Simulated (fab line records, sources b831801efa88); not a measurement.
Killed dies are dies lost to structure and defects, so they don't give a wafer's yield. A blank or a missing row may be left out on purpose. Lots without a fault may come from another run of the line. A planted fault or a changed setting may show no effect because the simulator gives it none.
fab line records | flow sky130
record lots=12 wafers=36 last_day=50
route steps=708 shown LI_CONTACT@374 LOCAL_INTERCONNECT@399 VIA1@478 VIA3@588 PAD_OPEN@708
lots that met no fault: from a run of the same line without faults
start_h: hours from the record's first day to the start of the lot's first wafer shown | wait_h: hours since the lot's step before | " the same as in the row above | L1.1+2: a row that stands for several wafers | - no value, or no start given | * or withheld: withheld | < > ~ a bound
route shown NAME@n: a module of which the file shows steps, and the number in the route of the first | usual: mean/standard deviation of fault-free wafers | same: alike in all rows | chamber/n: place in a boat | sites: the reading at each site | _std_site: their standard deviation | _edge_site: outer sites' mean less inner sites' | radius_mm: how far each site lies from the wafer's centre | mask NAME#n: copy n | behind: the tool/chamber that last shaped the wafer | hold: why the lot was held/for how many hours/how that ended | device: the transistor (n, p or np) that didn't switch | end of line: the same wafers' tests at the end of the route | a step without rows: its recipe alone | killed: dies lost to structure and defects at the first sort, not the wafer's yield | map: a wafer's dies, x killed, . not, _ none there
set.NAME: the setting as run; set.NAME@STEP: as run at that earlier step | model.NAME: the simulator's own value behind a step, which no gauge read
steps of the route over a sample of lots; a table a step, a row a wafer
services: from which hour (start_h, from the record's first day; less than 0 if before it) a tool's chamber was out of use, for how many hours, and why
## steps
# step SKY_LI_CONTACT_CD_MEAS_12
# recipe target_cd_nm=170
# usual cd_nm=169.9/1.5
# columns lot.wafer tool chamber start_h wait_h cd_nm
L342.2 cd_sem-02 - 664.51 - 169.8
L342.4 " - " " 170.1
L342.5 " - " " 170.6
L344.1 cd_sem-01 - 683.19 - 171.4
L344.3 " - " " 171.2
L344.6 " - " " 170.7
L345.1 cd_sem-01 - 685.04 - 169.2
L345.5 " - " " 169.7
L345.6 " - " " 167.5
L346.4 cd_sem-02 - 698.30 - 169.5
L346.5 " - " " 168.7
L346.6 " - " " 167.7
L348.1 cd_sem-02 - 733.84 - 168.9
L348.4 " - " " 169.6
L348.5 " - " " 169.4
L349.1 cd_sem-02 - 736.90 - 168.2
L349.2 " - " " 167.7
L349.3 " - " " 169.7
L352.1 cd_sem-01 - 752.44 - 172.2
L352.2 " - " " 171.8
L352.5 " - " " 173.0
L361.2 cd_sem-02 - 824.66 - 172.9
L361.3 " - " " 172.7
L361.5 " - " " 172.2
L362.1 cd_sem-01 - 828.45 - 170.9
L362.2 " - " " 169.8
L362.6 " - " " 170.7
L363.1 cd_sem-02 - 829.49 - 171.0
L363.2 " - " " 169.4
L363.3 " - " " 169.4
L364.2 cd_sem-01 - 841.41 - 169.4
L364.3 " - " " 169.4
L364.6 " - " " 169.8
L365.2 cd_sem-01 - 850.72 - 169.3
L365.3 " - " " 169.4
L365.5 " - " " 168.4
# step SKY_LOCAL_INTERCONNECT_OVL_MEAS_12
# usual LOCAL_INTERCONNECT_OVL=2/5.4
# columns lot.wafer tool chamber start_h wait_h LOCAL_INTERCONNECT_OVL[nm]
L342.2 overlay-02 - 694.09 0.1 -3
L342.4 " - " " -2
L342.5 " - " " -2
L344.1 overlay-01 - 712.16 0.1 5
L344.3 " - " " 1
L344.6 " - " " 8
L345.1 overlay-01 - 714.52 0.1 1
L345.5 " - " " 8
L345.6 " - " " 7
L346.4 overlay-01 - 727.74 0.1 -9
L346.5 " - " " -13
L346.6 " - " " -12
L348.1 overlay-02 - 762.32 0.1 -2
L348.4 " - " " -3
L348.5 " - " " -1
L349.1 overlay-02 - 764.63 0.1 -2
L349.2 " - " " -2
L349.3 " - " " 1
L352.1 overlay-02 - 780.96 0.1 5
L352.2 " - " " 8
L352.5 " - " " 4
L361.2 overlay-02 - 853.54 0.1 -4
L361.3 " - " " 4
L361.5 " - " " 5
L362.1 overlay-01 - 856.66 0.1 -1
L362.2 " - " " 1
L362.6 " - " " 2
L363.1 overlay-02 - 857.96 0.1 2
L363.2 " - " " 1
L363.3 " - " " 1
L364.2 overlay-01 - 869.43 0.1 4
L364.3 " - " " 9
L364.6 " - " " 12
L365.2 overlay-01 - 878.81 0.1 5
L365.3 " - " " 6
L365.5 " - " " 0
# step SKY_VIA1_SPUTTER_20
# recipe material=TiN target_thk_nm=20 chamber_pressure_pa=5 power_w=4000 time_s=80
# usual throttle_valve_pct=29.9/1.3
# columns lot.wafer tool chamber start_h wait_h throttle_valve_pct
L342.2 pvd_sputter-01 - 781.33 0.0 28.4
L342.4 " - " " 28.8
L342.5 " - " " 29.2
L344.1 pvd_sputter-01 - 801.50 0.0 31.2
L344.3 " - " " 28.6
L344.6 " - " " 28.8
L345.1 pvd_sputter-04 - 802.31 0.0 29.0
L345.5 " - " " 30.8
L345.6 " - " " 28.5
L346.4 pvd_sputter-04 - 815.00 0.0 28.6
L346.5 " - " " 33.2
L346.6 " - " " 29.5
L348.1 pvd_sputter-04 - 848.63 0.0 30.0
L348.4 " - " " 30.7
L348.5 " - " " 28.6
L349.1 pvd_sputter-01 - 850.94 0.0 28.2
L349.2 " - " " 29.5
L349.3 " - " " 29.0
L352.1 pvd_sputter-01 - 868.58 0.0 28.3
L352.2 " - " " 29.2
L352.5 " - " " 29.4
L361.2 pvd_sputter-01 - 936.08 0.0 28.8
L361.3 " - " " 30.9
L361.5 " - " " 30.8
L362.1 pvd_sputter-02 - 938.83 0.0 30.6
L362.2 " - " " 28.8
L362.6 " - " " 30.4
L363.1 pvd_sputter-01 - 940.09 0.0 31.2
L363.2 " - " " 28.5
L363.3 " - " " 29.4
L364.2 pvd_sputter-01 - 950.02 0.0 28.8
L364.3 " - " " 30.9
L364.6 " - " " 30.8
L365.2 pvd_sputter-04 - 959.19 0.0 30.9
L365.3 " - " " 28.5
L365.5 " - " " 33.0
# step SKY_VIA3_ETCH_15
# recipe target=SiO2 chemistry=C4F8/O2/Ar target_depth_nm=507 stop_on=TiN mask_material=KrF-thick source_w=1500 bias_w=1200 pressure_mtorr=40 c4f8_flow_sccm=withheld O2_flow_sccm=6 Ar_flow_sccm=300 time_s=78
# usual oes_product_au=0.946/0.0046
# columns lot.wafer tool chamber start_h wait_h oes_product_au rf_hours_counter_h
L342.2 rie_diel-01 0 921.10 0.0 0.949 2
L342.4 " 2 " " 0.950 1
L342.5 " 1 " " 0.943 -
L344.1 rie_diel-03 2 939.08 0.0 0.947 15
L344.3 " 3 " " 0.952 12
L344.6 " 2 " " 0.946 -
L345.1 rie_diel-04 2 939.41 0.0 0.943 3
L345.5 " 2 " " 0.941 -
L345.6 " 3 " " 0.938 -
L346.4 rie_diel-03 0 949.73 0.0 0.952 28
L346.5 " 3 " " 0.946 -
L346.6 " 0 " " 0.950 -
L348.1 rie_diel-03 2 978.76 0.0 0.943 17
L348.4 " 1 " " 0.941 28
L348.5 " 3 " " 0.951 -
L349.1 rie_diel-01 0 982.70 0.0 0.938 4
L349.2 " 3 " " 0.941 10
L349.3 " 2 " " 0.949 3
L352.1 rie_diel-03 2 998.14 0.0 0.950 17
L352.2 " 3 " " 0.945 14
L352.5 " 3 " " 0.940 -
L361.2 rie_diel-04 1 1057.11 0.0 0.942 16
L361.3 " 0 " " 0.942 6
L361.5 " 2 " " 0.948 -
L362.1 rie_diel-01 3 1059.21 0.0 0.946 12
L362.2 " 0 " " 0.940 6
L362.6 " 3 " " 0.947 -
L363.1 rie_diel-01 1 1060.66 0.0 0.938 25
L363.2 " 2 " " 0.939 5
L363.3 " 0 " " 0.946 6
L364.2 rie_diel-04 1 1068.94 0.0 0.942 16
L364.3 " 0 " " 0.947 7
L364.6 " 1 " " 0.946 -
L365.2 rie_diel-03 1 1080.01 0.0 0.950 32
L365.3 " 3 " " 0.935 17
L365.5 " 1 " " 0.944 -
# step SKY_PAD_OPEN_PROBE_99
# usual defect_limited_yield=82.5/1.9 killed_at_M0_to_M3=44/6.4 killed_at_M4_up=3.4/2.1 killed_at_contacts=23/5 killed_at_front_end=15/4.5 killed_at_other=0.3/0.54 killed_dies=86/9.5 killed_on_rim=17/3.9 killed_open=48/6.9 killed_short=38/5.9 sort_bin_3_pad_short=0.8/0.44 sort_bin_5_function=10.5/1.6 sort_bin_6_memory=6.1/1.1 sort_n_pass=406/9.5 sort_yield_pct=82.5/1.9
# same gross_dies=492 killed_at_back_side=0 sort_bin_4_leakage[%]=0 sort_bin_8_speed[%]=0
# columns lot.wafer tool chamber start_h wait_h defect_limited_yield[%] killed_at_M0_to_M3 killed_at_M4_up killed_at_contacts killed_at_front_end killed_at_other killed_dies killed_on_rim killed_open killed_short sort_bin_3_pad_short[%] sort_bin_5_function[%] sort_bin_6_memory[%] sort_n_pass sort_yield_pct[%]
L342.2 prober-01 - 1069.06 0.1 81.3 48 1 21 22 0 92 21 54 38 1.0 11.0 6.7 400 81.3
L342.4 prober-01 - 1069.16 0.2 80.9 48 6 24 16 0 94 22 53 39 0.6 10.2 8.3 398 80.9
L342.5 prober-01 - 1069.21 0.2 83.1 44 2 20 17 0 83 14 48 35 0.6 10.0 6.3 409 83.1
L345.1 prober-01 - 1083.81 0.1 84.3 46 1 14 16 0 77 16 43 33 1.6 8.1 5.9 415 84.3
L345.5 prober-01 - 1084.01 0.2 84.6 44 1 20 11 0 76 16 40 35 0.2 11.2 4.1 416 84.6
L345.6 prober-01 - 1084.06 0.2 85.8 32 4 24 10 0 70 10 38 31 0.6 8.7 4.9 422 85.8
L344.1 prober-02 - 1084.11 0.1 81.7 45 6 27 12 0 90 17 49 41 0.2 10.4 7.7 402 81.7
L344.3 prober-02 - 1084.21 0.2 82.9 39 3 21 20 1 84 19 44 40 0.4 12.0 4.7 408 82.9
L344.6 prober-02 - 1084.36 0.2 81.9 44 3 30 12 0 89 19 46 43 1.4 10.4 6.3 403 81.9
L346.4 prober-01 - 1094.88 0.2 80.7 48 9 24 14 0 95 27 45 50 0.8 12.6 5.9 397 80.7
L346.5 prober-01 - 1094.93 0.2 86.0 31 5 19 14 0 69 10 39 30 0.4 7.9 5.7 423 86.0
L346.6 prober-01 - 1094.98 0.2 80.1 50 5 21 22 0 98 22 50 47 1.0 12.0 6.9 394 80.1
L348.1 prober-02 - 1115.89 0.1 79.9 57 3 18 20 1 99 18 47 52 1.2 13.2 5.7 393 79.9
L348.4 prober-02 - 1116.04 0.2 83.1 44 5 22 12 0 83 17 45 38 0.8 9.8 6.3 409 83.1
L348.5 prober-02 - 1116.09 0.2 78.5 56 4 29 16 1 106 21 50 56 1.2 12.6 7.7 386 78.5
L349.1 prober-01 - 1119.45 0.1 83.3 42 6 24 10 0 82 16 40 42 1.0 8.7 6.9 410 83.3
L349.2 prober-01 - 1119.50 0.1 83.9 37 3 23 16 0 79 13 49 28 1.0 10.4 4.7 413 83.9
L349.3 prober-01 - 1119.55 0.2 82.3 42 1 28 15 1 87 15 49 38 0.4 12.4 4.9 405 82.3
L352.1 prober-01 - 1133.42 0.1 79.7 51 7 25 17 0 100 21 63 37 0.4 10.8 9.1 392 79.7
L352.2 prober-01 - 1133.47 0.1 70.9 92 7 19 24 1 143 31 49 45 3.9 18.7 6.5 349 70.9
L352.5 prober-01 - 1133.62 0.2 74.6 88 3 16 18 0 125 29 38 38 3.3 16.9 5.3 367 74.6
L361.2 prober-02 - 1178.88 0.1 83.7 54 3 17 5 1 80 13 40 40 0.8 10.0 5.5 412 83.7
L361.3 prober-02 - 1178.93 0.2 80.9 45 5 28 15 1 94 12 59 34 0.6 11.8 6.7 398 80.9
L361.5 prober-02 - 1179.03 0.2 83.9 37 3 21 18 0 79 12 38 41 0.8 8.1 7.1 413 83.9
L362.1 prober-01 - 1182.29 0.1 82.9 43 3 26 12 0 84 14 44 40 1.2 9.1 6.7 408 82.9
L362.2 prober-01 - 1182.34 0.1 80.3 40 5 35 16 1 97 13 59 38 0.8 11.8 7.1 395 80.3
L362.6 prober-01 - 1182.54 0.2 83.5 35 3 25 18 0 81 11 49 32 1.6 10.0 4.9 411 83.5
L363.1 prober-02 - 1184.50 0.1 80.1 46 7 35 10 0 98 17 47 51 1.6 11.6 6.7 394 80.1
L363.2 prober-02 - 1184.55 0.1 79.1 47 1 38 17 0 103 19 59 44 0.2 12.2 8.5 389 79.1
L363.3 prober-02 - 1184.60 0.2 81.3 43 0 32 16 1 92 19 52 39 1.4 11.2 6.1 400 81.3
L364.2 prober-01 - 1190.10 0.1 82.3 40 4 20 23 0 87 20 53 34 0.8 11.8 5.1 405 82.3
L364.3 prober-01 - 1190.15 0.2 82.7 47 1 20 16 1 85 16 52 33 0.6 11.6 5.1 407 82.7
L364.6 prober-01 - 1190.30 0.2 85.8 37 2 21 10 0 70 9 31 38 0.4 8.7 5.1 422 85.8
L365.2 prober-02 - 1196.46 0.1 82.7 52 3 16 14 0 85 16 50 35 0.8 10.0 6.5 407 82.7
L365.3 prober-02 - 1196.51 0.2 82.9 42 3 26 13 0 84 22 50 33 0.2 10.4 6.5 408 82.9
L365.5 prober-02 - 1196.61 0.2 83.5 35 5 22 19 0 81 19 42 39 1.0 11.2 4.3 411 83.5
# killed by level:class
L342.2 VIA1:geometric_particle:open=10 FIELD_ISO:geometric_particle:short=8 FIELD_ISO:geometric_particle:open=8 LI_CONTACT:geometric_particle:open=8 LOCAL_INTERCONNECT:geometric_particle:short=7 VIA2:geometric_particle:open=7 VIA3:geometric_particle:open=7 VIA3:geometric_particle:short=6
L342.4 VIA2:geometric_particle:open=12 CONTACT:geometric_particle:open=9 METAL1:geometric_particle:short=6 VIA1:geometric_particle:open=6 VIA3:geometric_particle:open=6 LI_CONTACT:geometric_particle:open=5 LOCAL_INTERCONNECT:geometric_particle:short=5 POLY_GATE:geometric_particle:open=4
L342.5 CONTACT:geometric_particle:open=10 VIA1:geometric_particle:open=7 METAL1:geometric_particle:short=6 VIA2:geometric_particle:open=6 LI_CONTACT:geometric_particle:open=5 VIA1:geometric_particle:short=5 VIA3:geometric_particle:open=5 POLY_GATE:geometric_particle:short=4
L345.1 VIA1:geometric_particle:open=11 CONTACT:geometric_particle:open=8 FIELD_ISO:geometric_particle:open=7 METAL1:geometric_particle:short=7 METAL2:geometric_particle:short=7 VIA1:geometric_particle:short=5 VIA3:geometric_particle:open=4 VIA2:geometric_particle:open=4
L345.5 VIA1:geometric_particle:open=12 LOCAL_INTERCONNECT:geometric_particle:short=8 METAL3:geometric_particle:short=5 VIA3:geometric_particle:open=5 METAL1:geometric_particle:short=4 FIELD_ISO:geometric_particle:open=3 LI_CONTACT:geometric_particle:open=3 LOCAL_INTERCONNECT:geometric_particle:open=3
L345.6 CONTACT:geometric_particle:open=9 VIA1:geometric_particle:open=9 LI_CONTACT:geometric_particle:open=6 METAL2:geometric_particle:short=6 METAL1:geometric_particle:short=5 LOCAL_INTERCONNECT:geometric_particle:short=4 VIA3:geometric_particle:open=4 LOCAL_INTERCONNECT:geometric_particle:open=3
L344.1 VIA1:geometric_particle:open=10 VIA3:geometric_particle:open=9 LI_CONTACT:geometric_particle:open=8 VIA2:geometric_particle:open=7 FIELD_ISO:geometric_particle:open=6 METAL4:geometric_particle:short=6 CONTACT:geometric_particle:open=5 CONTACT:geometric_particle:short=5
L344.3 VIA1:geometric_particle:open=10 VIA2:geometric_particle:open=9 CONTACT:geometric_particle:open=6 METAL2:geometric_particle:short=6 FIELD_ISO:geometric_particle:short=5 POLY_GATE:geometric_particle:short=5 CONTACT:geometric_particle:short=5 LI_CONTACT:geometric_particle:open=4
L344.6 VIA1:geometric_particle:open=12 LI_CONTACT:geometric_particle:open=10 CONTACT:geometric_particle:open=8 VIA2:geometric_particle:open=6 VIA1:geometric_particle:short=5 FIELD_ISO:geometric_particle:short=4 LI_CONTACT:geometric_particle:short=4 LOCAL_INTERCONNECT:geometric_particle:short=4
L346.4 VIA1:geometric_particle:open=19 METAL4:geometric_particle:short=9 CONTACT:geometric_particle:open=9 METAL1:geometric_particle:short=7 LI_CONTACT:geometric_particle:open=5 CONTACT:geometric_particle:short=5 VIA1:geometric_particle:short=5 FIELD_ISO:geometric_particle:short=4
L346.5 CONTACT:geometric_particle:open=9 VIA1:geometric_particle:open=7 METAL1:geometric_particle:short=6 FIELD_ISO:geometric_particle:open=4 POLY_GATE:geometric_particle:open=4 VIA2:geometric_particle:open=4 VIA3:geometric_particle:open=4 LI_CONTACT:geometric_particle:open=3
L346.6 VIA1:geometric_particle:open=11 POLY_GATE:geometric_particle:open=8 METAL1:geometric_particle:short=7 VIA2:geometric_particle:open=7 VIA1:geometric_particle:short=6 VIA2:geometric_particle:short=5 METAL3:geometric_particle:short=4 LOCAL_INTERCONNECT:geometric_particle:open=4
L348.1 CONTACT:geometric_particle:open=9 VIA1:geometric_particle:open=8 VIA3:geometric_particle:open=8 VIA1:geometric_particle:short=7 VIA2:geometric_particle:open=7 METAL2:geometric_particle:short=7 FIELD_ISO:geometric_particle:short=6 METAL1:geometric_particle:short=6
L348.4 VIA1:geometric_particle:open=14 CONTACT:geometric_particle:open=8 METAL2:geometric_particle:short=7 VIA3:geometric_particle:open=6 VIA1:geometric_particle:short=6 LI_CONTACT:geometric_particle:open=5 CONTACT:geometric_particle:short=5 FIELD_ISO:geometric_particle:open=4
L348.5 LI_CONTACT:geometric_particle:open=9 METAL2:geometric_particle:short=9 VIA2:geometric_particle:open=9 VIA1:geometric_particle:open=8 POLY_GATE:geometric_particle:short=7 METAL1:geometric_particle:short=7 CONTACT:geometric_particle:short=7 METAL2:geometric_particle:open=6
L349.1 VIA1:geometric_particle:open=14 LI_CONTACT:geometric_particle:open=7 CONTACT:geometric_particle:open=6 METAL4:geometric_particle:short=6 LOCAL_INTERCONNECT:geometric_particle:short=5 CONTACT:geometric_particle:short=5 FIELD_ISO:geometric_particle:open=4 METAL2:geometric_particle:short=4
L349.2 CONTACT:geometric_particle:open=12 VIA1:geometric_particle:open=10 VIA2:geometric_particle:open=9 POLY_GATE:geometric_particle:short=4 POLY_GATE:geometric_particle:open=4 CONTACT:geometric_particle:short=4 VIA1:geometric_particle:short=4 FIELD_ISO:geometric_particle:open=3
L349.3 CONTACT:geometric_particle:open=11 VIA3:geometric_particle:open=10 VIA2:geometric_particle:open=7 FIELD_ISO:geometric_particle:open=6 METAL1:geometric_particle:short=6 VIA1:geometric_particle:open=6 LI_CONTACT:geometric_particle:open=5 LOCAL_INTERCONNECT:geometric_particle:short=5
L352.1 VIA1:geometric_particle:open=19 LI_CONTACT:geometric_particle:open=9 METAL2:geometric_particle:short=7 CONTACT:geometric_particle:open=6 VIA3:geometric_particle:open=6 FIELD_ISO:geometric_particle:open=5 FIELD_ISO:geometric_particle:short=5 VIA2:geometric_particle:open=5
L352.2 VIA3:unspecified=45 VIA1:geometric_particle:open=12 VIA2:geometric_particle:open=8 FIELD_ISO:geometric_particle:short=7 LI_CONTACT:geometric_particle:open=6 CONTACT:geometric_particle:open=6 VIA3:geometric_particle:open=5 METAL4:geometric_particle:short=5
L352.5 VIA3:unspecified=49 VIA1:geometric_particle:short=8 FIELD_ISO:geometric_particle:open=7 VIA1:geometric_particle:open=7 VIA2:geometric_particle:open=6 CONTACT:geometric_particle:short=5 POLY_GATE:geometric_particle:open=4 POLY_GATE:geometric_particle:short=4
L361.2 METAL2:geometric_particle:short=12 VIA1:geometric_particle:open=8 VIA3:geometric_particle:open=8 VIA1:geometric_particle:short=6 VIA2:geometric_particle:short=5 CONTACT:geometric_particle:open=5 METAL1:geometric_particle:short=5 LI_CONTACT:geometric_particle:open=4
L361.3 VIA1:geometric_particle:open=12 CONTACT:geometric_particle:open=11 VIA2:geometric_particle:open=11 LI_CONTACT:geometric_particle:open=8 METAL2:geometric_particle:short=5 METAL4:geometric_particle:short=5 FIELD_ISO:geometric_particle:open=4 CONTACT:geometric_particle:short=4
L361.5 LOCAL_INTERCONNECT:geometric_particle:short=6 VIA1:geometric_particle:open=6 VIA2:geometric_particle:open=6 VIA3:geometric_particle:open=6 LI_CONTACT:geometric_particle:open=5 METAL2:geometric_particle:short=5 CONTACT:geometric_particle:open=5 POLY_GATE:geometric_particle:open=4
L362.1 VIA1:geometric_particle:open=11 CONTACT:geometric_particle:open=10 LI_CONTACT:geometric_particle:open=7 METAL2:geometric_particle:short=7 VIA3:geometric_particle:open=6 FIELD_ISO:geometric_particle:short=5 CONTACT:geometric_particle:short=4 METAL1:geometric_particle:short=4
L362.2 CONTACT:geometric_particle:open=11 VIA2:geometric_particle:open=9 LI_CONTACT:geometric_particle:open=8 VIA1:geometric_particle:open=8 METAL2:geometric_particle:short=7 POLY_GATE:geometric_particle:short=6 LOCAL_INTERCONNECT:geometric_particle:open=6 VIA3:geometric_particle:open=5
L362.6 LI_CONTACT:geometric_particle:open=9 VIA1:geometric_particle:open=7 VIA2:geometric_particle:open=7 VIA3:geometric_particle:open=6 CONTACT:geometric_particle:short=6 CONTACT:geometric_particle:open=6 FIELD_ISO:geometric_particle:short=5 POLY_GATE:geometric_particle:open=4
L363.1 CONTACT:geometric_particle:open=15 LI_CONTACT:geometric_particle:open=7 VIA2:geometric_particle:open=7 CONTACT:geometric_particle:short=6 METAL1:geometric_particle:short=6 VIA1:geometric_particle:open=6 METAL2:geometric_particle:short=6 METAL4:geometric_particle:short=5
L363.2 CONTACT:geometric_particle:open=19 VIA2:geometric_particle:open=8 LI_CONTACT:geometric_particle:open=7 FIELD_ISO:geometric_particle:short=6 LI_CONTACT:geometric_particle:short=6 VIA1:geometric_particle:open=6 CONTACT:geometric_particle:short=5 VIA3:geometric_particle:open=5
L363.3 CONTACT:geometric_particle:open=13 LI_CONTACT:geometric_particle:open=9 VIA1:geometric_particle:open=8 METAL2:geometric_particle:short=7 CONTACT:geometric_particle:short=6 VIA1:geometric_particle:short=6 FIELD_ISO:geometric_particle:short=5 VIA3:geometric_particle:open=5
L364.2 VIA1:geometric_particle:open=11 CONTACT:geometric_particle:open=8 VIA3:geometric_particle:open=8 FIELD_ISO:geometric_particle:open=5 POLY_GATE:geometric_particle:open=5 POLY_GATE:geometric_particle:short=5 LI_CONTACT:geometric_particle:open=5 CONTACT:geometric_particle:short=5
L364.3 VIA1:geometric_particle:open=13 CONTACT:geometric_particle:open=10 VIA1:geometric_particle:short=7 VIA2:geometric_particle:open=7 FIELD_ISO:geometric_particle:open=6 METAL1:geometric_particle:short=5 METAL2:geometric_particle:short=5 LI_CONTACT:geometric_particle:open=4
L364.6 METAL2:geometric_particle:short=10 CONTACT:geometric_particle:open=8 VIA1:geometric_particle:open=7 LOCAL_INTERCONNECT:geometric_particle:short=5 METAL1:geometric_particle:short=5 FIELD_ISO:geometric_particle:open=3 LI_CONTACT:geometric_particle:open=3 VIA1:geometric_particle:short=3
L365.2 VIA1:geometric_particle:open=16 LI_CONTACT:geometric_particle:open=8 POLY_GATE:geometric_particle:open=6 CONTACT:geometric_particle:open=6 METAL1:geometric_particle:short=6 METAL3:geometric_particle:short=6 METAL2:geometric_particle:short=5 VIA1:geometric_particle:short=4
L365.3 VIA1:geometric_particle:open=13 CONTACT:geometric_particle:open=11 VIA2:geometric_particle:open=7 LI_CONTACT:geometric_particle:open=6 FIELD_ISO:geometric_particle:open=5 POLY_GATE:geometric_particle:open=4 LOCAL_INTERCONNECT:geometric_particle:short=4 METAL1:geometric_particle:short=4
L365.5 VIA1:geometric_particle:open=9 CONTACT:geometric_particle:open=8 LI_CONTACT:geometric_particle:open=6 FIELD_ISO:geometric_particle:open=5 POLY_GATE:geometric_particle:open=5 VIA1:geometric_particle:short=5 METAL2:geometric_particle:short=5 METAL1:geometric_particle:short=4
## services
# columns tool chamber start_h hours kind
pvd_sputter-04 - 763.78 5.0 repair
rie_diel-03 3 770.08 9.0 repair
rie_diel-01 1 783.46 3.8 repair
pvd_sputter-01 - 803.96 12.1 repair
pvd_sputter-01 - 810.40 4.9 repair
pvd_sputter-02 - 824.34 1.9 repair
rie_diel-01 0 847.58 - clean
rie_diel-01 0 847.58 25.1 scheduled_down
rie_diel-04 - 861.17 4.3 pm
rie_diel-04 0 869.69 2.9 repair
pvd_sputter-02 - 878.24 2.6 repair
pvd_sputter-02 - 878.65 4.5 repair
pvd_sputter-01 - 901.17 3.3 repair
rie_diel-01 3 902.38 2.9 repair
pvd_sputter-01 1 932.81 - consumable_replace:kit
pvd_sputter-01 1 932.81 18.0 scheduled_down
pvd_sputter-01 1 932.81 18.0 vent_cycle
rie_diel-03 1 938.79 5.1 repair
rie_diel-01 0 1041.95 8.5 repair
pvd_sputter-01 - 1048.57 3.3 repair
rie_diel-04 1 1050.04 2.7 repair
rie_diel-03 0 1065.93 - clean
rie_diel-03 0 1065.93 21.7 scheduled_down
rie_diel-03 0 1065.93 21.7 vent_cycle
## key
first_sign step=SKY_PAD_OPEN_PROBE_99 reading=killed_at_M0_to_M3 direction=up sigmas=7.3 usual=44 struck=90
effect step=SKY_PAD_OPEN_PROBE_99 reading=sort_bin_3_pad_short direction=up sigmas=6.1 usual=0.8 struck=3.6
met_at SKY_VIA3_ETCH_15
struck_lots L352
struck_wafers L352.2,L352.5
not_acting_at SKY_LI_CONTACT_CD_MEAS_12,SKY_LOCAL_INTERCONNECT_OVL_MEAS_12,SKY_VIA1_SPUTTER_20
onset_between 978.76 998.14
fault kind=chamber_particle_source tool=rie_diel-03 chamber=3 onset_h=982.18 steps=SKY_VIA3_ETCH_15 rate_per_visit_cm2=1.1236 end_h=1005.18
